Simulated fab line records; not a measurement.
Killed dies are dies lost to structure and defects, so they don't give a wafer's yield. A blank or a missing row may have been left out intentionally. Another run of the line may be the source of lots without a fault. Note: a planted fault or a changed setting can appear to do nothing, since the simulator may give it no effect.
A sampling plan put to the test + flow gf180mcu + one line in one fab, 52 faults in these records, each fault weighed on the records of the lots it struck
Plan = the line's own looks (route steps where a gauge or an inspection reads the wafer without altering it). Where struck wafers have a number at a look and the file lists that look's usual mean and standard deviation on fault-free wafers, the look can be judged. Caught: the struck wafers' mean, at a look after the fault's first step, is 4 or more of those standard deviations (sigma) away from the usual mean. On the tool: the same test on the tool's own readings at the fault's steps. A different recipe on the struck wafers counts as caught too, as does a record blank only for those wafers.

THE FAULTS, as the simulator had put them in
1. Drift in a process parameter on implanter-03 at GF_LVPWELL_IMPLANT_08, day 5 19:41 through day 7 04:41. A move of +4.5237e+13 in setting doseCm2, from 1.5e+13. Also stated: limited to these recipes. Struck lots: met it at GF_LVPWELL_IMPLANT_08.
2. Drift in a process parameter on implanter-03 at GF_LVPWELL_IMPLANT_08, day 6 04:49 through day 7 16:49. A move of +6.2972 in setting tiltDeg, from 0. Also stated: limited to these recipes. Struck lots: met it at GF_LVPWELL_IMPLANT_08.
3. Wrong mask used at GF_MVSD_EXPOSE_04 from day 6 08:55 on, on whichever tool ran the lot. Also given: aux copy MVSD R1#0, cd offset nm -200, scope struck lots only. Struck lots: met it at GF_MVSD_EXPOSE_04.
4. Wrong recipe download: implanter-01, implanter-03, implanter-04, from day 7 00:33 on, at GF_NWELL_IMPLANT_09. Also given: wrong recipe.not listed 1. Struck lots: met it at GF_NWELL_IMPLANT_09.
5. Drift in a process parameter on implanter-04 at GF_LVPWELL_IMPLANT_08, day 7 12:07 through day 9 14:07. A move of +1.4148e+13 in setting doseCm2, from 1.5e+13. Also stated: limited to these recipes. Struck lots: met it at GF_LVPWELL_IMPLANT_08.
6. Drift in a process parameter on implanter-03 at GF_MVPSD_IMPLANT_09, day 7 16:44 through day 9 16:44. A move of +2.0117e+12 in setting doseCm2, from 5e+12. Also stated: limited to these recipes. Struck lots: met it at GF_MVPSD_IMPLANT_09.
7. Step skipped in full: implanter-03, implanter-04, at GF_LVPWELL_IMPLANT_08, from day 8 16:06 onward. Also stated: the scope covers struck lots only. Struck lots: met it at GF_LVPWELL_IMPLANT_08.
8. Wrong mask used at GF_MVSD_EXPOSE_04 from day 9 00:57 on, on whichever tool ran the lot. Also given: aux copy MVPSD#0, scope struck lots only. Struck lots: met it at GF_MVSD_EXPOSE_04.
9. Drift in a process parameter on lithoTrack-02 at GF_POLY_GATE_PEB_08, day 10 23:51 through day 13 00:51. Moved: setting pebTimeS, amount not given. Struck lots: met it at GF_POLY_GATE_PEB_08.
10. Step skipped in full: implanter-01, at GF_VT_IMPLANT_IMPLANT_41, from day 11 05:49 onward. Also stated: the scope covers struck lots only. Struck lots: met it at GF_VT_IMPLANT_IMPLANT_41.
11. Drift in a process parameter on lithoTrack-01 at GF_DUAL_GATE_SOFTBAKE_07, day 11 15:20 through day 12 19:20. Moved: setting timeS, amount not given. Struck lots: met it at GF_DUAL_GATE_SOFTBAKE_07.
12. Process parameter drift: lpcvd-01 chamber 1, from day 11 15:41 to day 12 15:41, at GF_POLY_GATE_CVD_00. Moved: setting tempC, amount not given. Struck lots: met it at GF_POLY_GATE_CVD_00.
13. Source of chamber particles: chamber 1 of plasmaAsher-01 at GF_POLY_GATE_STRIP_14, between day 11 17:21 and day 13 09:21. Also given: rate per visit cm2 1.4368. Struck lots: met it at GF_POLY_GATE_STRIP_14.
14. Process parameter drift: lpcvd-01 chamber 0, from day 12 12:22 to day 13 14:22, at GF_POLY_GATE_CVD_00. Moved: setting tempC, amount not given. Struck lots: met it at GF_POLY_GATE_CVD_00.
15. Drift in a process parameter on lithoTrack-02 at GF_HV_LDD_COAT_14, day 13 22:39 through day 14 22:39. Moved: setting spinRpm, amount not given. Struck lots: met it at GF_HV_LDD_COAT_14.
16. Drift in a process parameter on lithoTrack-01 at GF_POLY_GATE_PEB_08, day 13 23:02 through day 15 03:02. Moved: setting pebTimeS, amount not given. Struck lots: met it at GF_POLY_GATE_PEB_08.
17. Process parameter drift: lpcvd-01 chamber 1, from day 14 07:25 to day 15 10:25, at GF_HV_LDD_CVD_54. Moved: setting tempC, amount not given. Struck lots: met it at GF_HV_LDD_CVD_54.
18. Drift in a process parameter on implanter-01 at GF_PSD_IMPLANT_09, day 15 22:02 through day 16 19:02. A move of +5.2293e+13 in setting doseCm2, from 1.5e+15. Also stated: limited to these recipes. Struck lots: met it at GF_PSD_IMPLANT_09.
19. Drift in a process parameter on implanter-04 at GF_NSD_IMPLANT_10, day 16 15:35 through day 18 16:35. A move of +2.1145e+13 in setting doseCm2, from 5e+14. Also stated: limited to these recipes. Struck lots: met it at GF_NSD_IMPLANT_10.
20. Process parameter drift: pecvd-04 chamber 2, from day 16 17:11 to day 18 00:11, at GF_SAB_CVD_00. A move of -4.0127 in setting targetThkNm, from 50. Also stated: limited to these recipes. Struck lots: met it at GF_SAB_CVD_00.
21. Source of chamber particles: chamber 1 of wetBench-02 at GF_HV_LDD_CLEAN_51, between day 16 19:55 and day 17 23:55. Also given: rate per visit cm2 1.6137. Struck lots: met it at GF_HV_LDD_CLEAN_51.
22. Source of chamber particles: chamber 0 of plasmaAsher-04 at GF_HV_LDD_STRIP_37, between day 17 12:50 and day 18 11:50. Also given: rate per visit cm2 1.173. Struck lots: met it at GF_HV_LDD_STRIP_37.
23. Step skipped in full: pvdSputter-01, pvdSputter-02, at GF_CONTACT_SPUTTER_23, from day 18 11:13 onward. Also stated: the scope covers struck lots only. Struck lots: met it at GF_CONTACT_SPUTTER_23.
24. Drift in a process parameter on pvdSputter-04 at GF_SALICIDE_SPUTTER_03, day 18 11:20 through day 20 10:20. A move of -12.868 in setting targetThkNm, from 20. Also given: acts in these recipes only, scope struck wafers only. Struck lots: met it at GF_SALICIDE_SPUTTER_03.
25. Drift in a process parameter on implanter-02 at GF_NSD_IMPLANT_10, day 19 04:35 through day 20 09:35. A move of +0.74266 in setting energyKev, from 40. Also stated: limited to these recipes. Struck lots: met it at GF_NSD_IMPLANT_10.
26. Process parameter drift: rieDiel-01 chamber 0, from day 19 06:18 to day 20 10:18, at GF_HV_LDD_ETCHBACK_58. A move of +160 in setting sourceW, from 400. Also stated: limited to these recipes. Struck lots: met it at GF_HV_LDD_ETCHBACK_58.
27. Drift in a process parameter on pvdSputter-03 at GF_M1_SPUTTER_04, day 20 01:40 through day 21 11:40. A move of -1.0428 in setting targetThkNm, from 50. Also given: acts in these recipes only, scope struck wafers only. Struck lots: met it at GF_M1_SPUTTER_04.
28. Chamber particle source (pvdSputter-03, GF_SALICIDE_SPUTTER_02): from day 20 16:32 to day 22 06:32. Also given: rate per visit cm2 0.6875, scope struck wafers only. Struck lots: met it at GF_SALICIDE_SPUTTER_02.
29. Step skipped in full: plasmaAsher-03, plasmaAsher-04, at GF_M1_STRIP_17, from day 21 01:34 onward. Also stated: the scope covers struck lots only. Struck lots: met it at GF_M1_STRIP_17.
30. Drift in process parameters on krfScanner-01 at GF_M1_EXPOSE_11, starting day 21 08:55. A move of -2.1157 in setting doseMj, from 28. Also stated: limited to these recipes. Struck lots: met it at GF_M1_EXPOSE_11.
31. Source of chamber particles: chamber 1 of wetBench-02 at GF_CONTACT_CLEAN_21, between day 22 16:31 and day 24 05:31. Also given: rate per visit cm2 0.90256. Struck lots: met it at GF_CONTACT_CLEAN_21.
32. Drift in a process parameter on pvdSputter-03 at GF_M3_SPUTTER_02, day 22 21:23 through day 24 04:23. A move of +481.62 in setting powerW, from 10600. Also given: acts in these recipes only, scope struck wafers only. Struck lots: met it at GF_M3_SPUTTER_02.
33. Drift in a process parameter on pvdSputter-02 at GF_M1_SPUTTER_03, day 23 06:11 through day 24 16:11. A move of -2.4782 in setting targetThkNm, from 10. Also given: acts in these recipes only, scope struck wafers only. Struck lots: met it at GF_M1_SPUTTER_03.
34. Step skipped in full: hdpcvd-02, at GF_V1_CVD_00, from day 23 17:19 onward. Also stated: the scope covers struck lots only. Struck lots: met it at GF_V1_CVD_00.
35. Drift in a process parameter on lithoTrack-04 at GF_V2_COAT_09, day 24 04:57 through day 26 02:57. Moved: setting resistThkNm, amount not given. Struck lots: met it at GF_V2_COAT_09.
36. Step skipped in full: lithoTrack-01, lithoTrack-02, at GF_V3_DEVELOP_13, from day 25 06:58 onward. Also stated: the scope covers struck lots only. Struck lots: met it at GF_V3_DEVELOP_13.
37. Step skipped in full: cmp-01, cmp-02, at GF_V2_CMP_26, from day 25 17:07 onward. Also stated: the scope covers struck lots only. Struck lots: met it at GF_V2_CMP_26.
38. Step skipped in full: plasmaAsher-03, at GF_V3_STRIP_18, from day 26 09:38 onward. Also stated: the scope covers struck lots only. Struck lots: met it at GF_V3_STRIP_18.
39. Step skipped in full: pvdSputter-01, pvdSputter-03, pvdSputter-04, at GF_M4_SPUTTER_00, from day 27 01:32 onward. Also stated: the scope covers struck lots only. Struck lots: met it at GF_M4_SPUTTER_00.
40. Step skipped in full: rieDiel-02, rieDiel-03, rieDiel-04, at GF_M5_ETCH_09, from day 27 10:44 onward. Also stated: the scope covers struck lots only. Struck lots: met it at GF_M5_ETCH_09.
41. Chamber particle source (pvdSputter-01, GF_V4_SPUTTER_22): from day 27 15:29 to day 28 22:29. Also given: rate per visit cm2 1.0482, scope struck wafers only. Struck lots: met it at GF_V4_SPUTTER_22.
42. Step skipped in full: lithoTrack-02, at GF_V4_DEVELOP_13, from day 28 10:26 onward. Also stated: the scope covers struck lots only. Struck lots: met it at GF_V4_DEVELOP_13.
43. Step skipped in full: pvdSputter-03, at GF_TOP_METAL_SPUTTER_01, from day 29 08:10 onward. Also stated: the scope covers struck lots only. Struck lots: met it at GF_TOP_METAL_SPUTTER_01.
44. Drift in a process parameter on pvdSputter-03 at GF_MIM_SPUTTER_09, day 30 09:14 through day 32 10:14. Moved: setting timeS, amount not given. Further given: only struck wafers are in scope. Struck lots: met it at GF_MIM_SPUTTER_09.
45. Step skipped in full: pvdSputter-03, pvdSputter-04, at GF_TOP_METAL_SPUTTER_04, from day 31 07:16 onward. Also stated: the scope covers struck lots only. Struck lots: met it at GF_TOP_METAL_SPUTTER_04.
46. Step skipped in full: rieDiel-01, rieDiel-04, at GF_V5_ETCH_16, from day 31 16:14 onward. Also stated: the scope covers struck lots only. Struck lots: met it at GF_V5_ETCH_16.
47. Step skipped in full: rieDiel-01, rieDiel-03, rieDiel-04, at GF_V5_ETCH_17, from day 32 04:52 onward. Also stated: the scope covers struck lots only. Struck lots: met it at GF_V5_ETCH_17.
48. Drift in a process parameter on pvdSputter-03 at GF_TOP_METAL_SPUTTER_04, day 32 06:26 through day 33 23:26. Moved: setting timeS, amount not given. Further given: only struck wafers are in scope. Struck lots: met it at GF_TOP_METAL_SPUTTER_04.
49. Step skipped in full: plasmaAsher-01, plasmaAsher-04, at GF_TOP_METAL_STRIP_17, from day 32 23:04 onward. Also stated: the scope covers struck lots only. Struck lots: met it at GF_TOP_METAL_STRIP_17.
50. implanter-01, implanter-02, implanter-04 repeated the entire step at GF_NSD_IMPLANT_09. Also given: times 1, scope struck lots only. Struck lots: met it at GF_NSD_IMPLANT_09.
51. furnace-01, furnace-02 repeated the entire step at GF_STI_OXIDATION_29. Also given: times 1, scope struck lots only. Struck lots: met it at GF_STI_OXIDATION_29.
52. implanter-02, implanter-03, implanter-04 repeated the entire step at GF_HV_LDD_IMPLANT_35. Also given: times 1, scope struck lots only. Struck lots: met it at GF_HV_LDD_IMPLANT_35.

WHAT THE PLAN SAW
| fault | on the tool itself                               | first look that catches it                      | reading, sigma                                   | median hours from its first step to that look | hours from the fault's start to the first struck lot there | judged looks passed uncaught |
|-------|--------------------------------------------------|-------------------------------------------------|--------------------------------------------------|-----------------------------------------------|------------------------------------------------------------|------------------------------|
| 1     | doseIonsCm2 +99 or beyond sigma                  | GF_LVPWELL_TW_MEAS_11                           | LVPWELL_TW +68                                   | 0.4                                           | 3                                                          | 0                            |
| 2     | tiltDeg +99 or beyond sigma                      | GF_LVPWELL_TW_MEAS_11                           | LVPWELL_TW +14                                   | 0.4                                           | 7                                                          | 0                            |
| 3     | under 2 sigma                                    | none of the 3 looks that can be judged after it | -                                                | -                                             | -                                                          | 3                            |
| 4     | no reading that can be judged                    | GF_NWELL_TW_MEAS_11                             | NWELL_TW +13                                     | 0.2                                           | 4                                                          | 0                            |
| 5     | doseIonsCm2 +99 or beyond sigma                  | GF_LVPWELL_TW_MEAS_11                           | LVPWELL_TW +26                                   | 0.4                                           | 9                                                          | 0                            |
| 6     | doseIonsCm2 +99 or beyond sigma                  | GF_VT_IMPLANT_RS_MEAS_49                        | MVPSD_RS -29                                     | 69.2                                          | 76                                                         | 0                            |
| 7     | the tool's record is blank for the struck wafers | GF_LVPWELL_TW_MEAS_11                           | LVPWELL_TW -56                                   | 0.4                                           | 3                                                          | 0                            |
| 8     | no reading that can be judged                    | GF_MVSD_TW_MEAS_11                              | MVSD_TW -99 or beyond                            | 8.5                                           | 11                                                         | 0                            |
| 9     | heaterPowerTotalW +75 sigma                      | GF_POLY_GATE_CD_MEAS_10                         | cdNm +4.7                                        | 0.3                                           | 3                                                          | 0                            |
| 10    | the tool's record is blank for the struck wafers | GF_VT_IMPLANT_TW_MEAS_43                        | VT_IMPLANT_4_TW -99 or beyond                    | 0.2                                           | 6                                                          | 0                            |
| 11    | runLengthS +99 or beyond sigma                   | none of the 2 looks that can be judged after it | -                                                | -                                             | -                                                          | 2                            |
| 12    | susceptorTempC +48 sigma                         | GF_POLY_GATE_THK_MEAS_01                        | POLY_GATE_CVD_00_THK +39                         | 1.3                                           | 9                                                          | 0                            |
| 13    | under 2 sigma                                    | not the one look that can be judged after it    | -                                                | -                                             | -                                                          | 1                            |
| 14    | susceptorTempC -47 sigma                         | GF_POLY_GATE_THK_MEAS_01                        | POLY_GATE_CVD_00_THK -30                         | 1.3                                           | 15                                                         | 0                            |
| 15    | spinSpeedRpm +99 or beyond sigma                 | none of the 2 looks that can be judged after it | -                                                | -                                             | -                                                          | 2                            |
| 16    | no reading that can be judged                    | none of the 2 looks that can be judged after it | strongest: cdNm at GF_POLY_GATE_CD_MEAS_10, -3.2 | -                                             | -                                                          | 2                            |
| 17    | spikeTcLowerC +7.3 sigma                         | GF_HV_LDD_THK_MEAS_55                           | HV_LDD_CVD_54_THK +20                            | 1.0                                           | 25                                                         | 0                            |
| 18    | doseIonsCm2 +35 sigma                            | none of the 2 looks that can be judged after it | strongest: PSD_RS at GF_PSD_RS_MEAS_15, -3.1     | -                                             | -                                                          | 2                            |
| 19    | doseIonsCm2 +45 sigma                            | GF_PSD_RS_MEAS_14                               | NSD_RS -4.1                                      | 24.2                                          | 42                                                         | 1                            |
| 20    | under 2 sigma                                    | GF_SAB_THK_MEAS_01                              | SAB_CVD_00_THK -5.4                              | 0.0                                           | 3                                                          | 0                            |
| 21    | no reading that can be judged                    | not the one look that can be judged after it    | -                                                | -                                             | -                                                          | 1                            |
| 22    | only faintly: stripTimeToEndpointS +2.0 sigma    | not the one look that can be judged after it    | -                                                | -                                             | -                                                          | 1                            |
| 23    | the tool's record is blank for the struck wafers | no look after it can be judged                  | -                                                | -                                             | -                                                          | 0                            |
| 24    | under 2 sigma                                    | GF_SALICIDE_RS_MEAS_04                          | SALICIDE_TIN_RS +10                              | 0.0                                           | 4                                                          | 0                            |
| 25    | beamEnergyKeV +58 sigma                          | GF_PSD_RS_MEAS_14                               | NSD_RS +5.0                                      | 24.6                                          | 33                                                         | 0                            |
| 26    | rfFwdPowerW +99 or beyond sigma                  | no look after it can be judged                  | -                                                | -                                             | -                                                          | 0                            |
| 27    | under 2 sigma                                    | none of the 7 looks that can be judged after it | -                                                | -                                             | -                                                          | 7                            |
| 28    | under 2 sigma                                    | not the one look that can be judged after it    | -                                                | -                                             | -                                                          | 1                            |
| 29    | no reading that can be judged                    | no look after it can be judged                  | -                                                | -                                             | -                                                          | 0                            |
| 30    | exposureDoseMJCm2 -75 sigma                      | GF_M1_CD_MEAS_14                                | cdNm +9.3                                        | 11.3                                          | 24                                                         | 0                            |
| 31    | no reading that can be judged                    | not the one look that can be judged after it    | -                                                | -                                             | -                                                          | 1                            |
| 32    | cathodeDcPowerW +99 or beyond sigma              | GF_M3_RS_MEAS_05                                | M3_ALCU_RS -4.4                                  | 0.1                                           | 8                                                          | 0                            |
| 33    | only faintly: throttleValvePct +2.4 sigma        | no look after it can be judged                  | -                                                | -                                             | -                                                          | 0                            |
| 34    | the tool's record is blank for the struck wafers | not the one look that can be judged after it    | strongest: V1_BOW at GF_V1_BOW_MEAS_05, -3.1     | -                                             | -                                                          | 1                            |
| 35    | no reading that can be judged                    | not the one look that can be judged after it    | -                                                | -                                             | -                                                          | 1                            |
| 36    | no reading that can be judged                    | no look after it can be judged                  | -                                                | -                                             | -                                                          | 0                            |
| 37    | the tool's record is blank for the struck wafers | no look after it can be judged                  | -                                                | -                                             | -                                                          | 0                            |
| 38    | the tool's record is blank for the struck wafers | no look after it can be judged                  | -                                                | -                                             | -                                                          | 0                            |
| 39    | the tool's record is blank for the struck wafers | no look after it can be judged                  | -                                                | -                                             | -                                                          | 0                            |
| 40    | the tool's record is blank for the struck wafers | no look after it can be judged                  | -                                                | -                                             | -                                                          | 0                            |
| 41    | under 2 sigma                                    | none of the 3 looks that can be judged after it | -                                                | -                                             | -                                                          | 3                            |
| 42    | no reading that can be judged                    | no look after it can be judged                  | -                                                | -                                             | -                                                          | 0                            |
| 43    | the tool's record is blank for the struck wafers | no look after it can be judged                  | -                                                | -                                             | -                                                          | 0                            |
| 44    | under 2 sigma                                    | none of the 4 looks that can be judged after it | -                                                | -                                             | -                                                          | 4                            |
| 45    | the tool's record is blank for the struck wafers | GF_TOP_METAL_THK_MEAS_06                        | TOP_METAL_ALCU_THK +5.4                          | 0.1                                           | 4                                                          | 0                            |
| 46    | the tool's record is blank for the struck wafers | no look after it can be judged                  | -                                                | -                                             | -                                                          | 0                            |
| 47    | the tool's record is blank for the struck wafers | no look after it can be judged                  | -                                                | -                                             | -                                                          | 0                            |
| 48    | under 2 sigma                                    | none of the 4 looks that can be judged after it | -                                                | -                                             | -                                                          | 4                            |
| 49    | no reading that can be judged                    | no look after it can be judged                  | -                                                | -                                             | -                                                          | 0                            |
| 50    | no reading that can be judged                    | GF_PSD_RS_MEAS_14                               | NSD_RS -28                                       | 23.2                                          | -                                                          | 2                            |
| 51    | no reading that can be judged                    | GF_STI_THK_MEAS_30                              | STI_OXIDATION_02_THK +34                         | 3.0                                           | -                                                          | 0                            |
| 52    | no reading that can be judged                    | GF_HV_LDD_TW_MEAS_38                            | HV_LDD_3_TW +14                                  | 0.7                                           | -                                                          | 0                            |
A dash: this means the fault isn't caught or the number doesn't appear in these records.

Caught at a look: 22 of 52. Caught on the tool: 28 of 52. By one or the other: 35 of 52.
Faults 11, 15, 18, 23, 26, 34, 37, 38, 39, 40, 43, 46, 47 were caught on the tool alone.
Caught at a look alone: faults 4, 8, 20, 24, 50, 51, 52.
Caught by neither: faults 3, 13, 16, 21, 22, 27, 28, 29, 31, 33, 35, 36, 41, 42, 44, 48, 49.

THINNER SAMPLING
If the look that catches a fault measured only every second or every third lot, by lot number, the first struck lot would be measured this late in the worst case:
| fault | struck lots at that look, in order of time | every lot | every second lot | every third lot |
|-------|--------------------------------------------|-----------|------------------|-----------------|
| 1     | L948, L950                                 | 3 h       | may miss all 2   | may miss all 2  |
| 2     | L284, L288                                 | 7 h       | may miss all 2   | may miss all 2  |
| 4     | L982, L983, L984                           | 4 h       | 11 h             | 14 h            |
| 5     | L407, L411                                 | 9 h       | may miss all 2   | may miss all 2  |
| 6     | L373, L374                                 | 76 h      | 80 h             | may miss all 2  |
| 7     | L333, L334                                 | 3 h       | 9 h              | may miss all 2  |
| 8     | L931                                       | 11 h      | may miss it      | may miss it     |
| 9     | L625, L627                                 | 3 h       | may miss all 2   | may miss all 2  |
| 10    | L536, L537                                 | 6 h       | 18 h             | may miss all 2  |
| 12    | L745                                       | 9 h       | may miss it      | may miss it     |
| 14    | L280, L282                                 | 15 h      | may miss all 2   | may miss all 2  |
| 17    | L428                                       | 25 h      | may miss it      | may miss it     |
| 19    | L301, L303                                 | 42 h      | may miss all 2   | may miss all 2  |
| 20    | L877, L879                                 | 3 h       | may miss all 2   | may miss all 2  |
| 24    | L701, L702                                 | 4 h       | 19 h             | may miss all 2  |
| 25    | L206, L207                                 | 33 h      | 37 h             | may miss all 2  |
| 30    | L341, L342                                 | 24 h      | 41 h             | may miss all 2  |
| 32    | L286                                       | 8 h       | may miss it      | may miss it     |
| 45    | L226, L227, L229                           | 4 h       | 18 h             | may miss all 3  |
Hours: fault start to first struck lot measured. The limit of 4 sigma was tested on all struck wafers together, so one lot alone may lie under it. Other struck lots may not be in these records.

THE LONGEST TIMED WAY FROM STEP TO LOOK
In fault 6, a median of 69.2 hours elapses between GF_MVPSD_IMPLANT_09 and GF_VT_IMPLANT_RS_MEAS_49. No look between them can be judged.
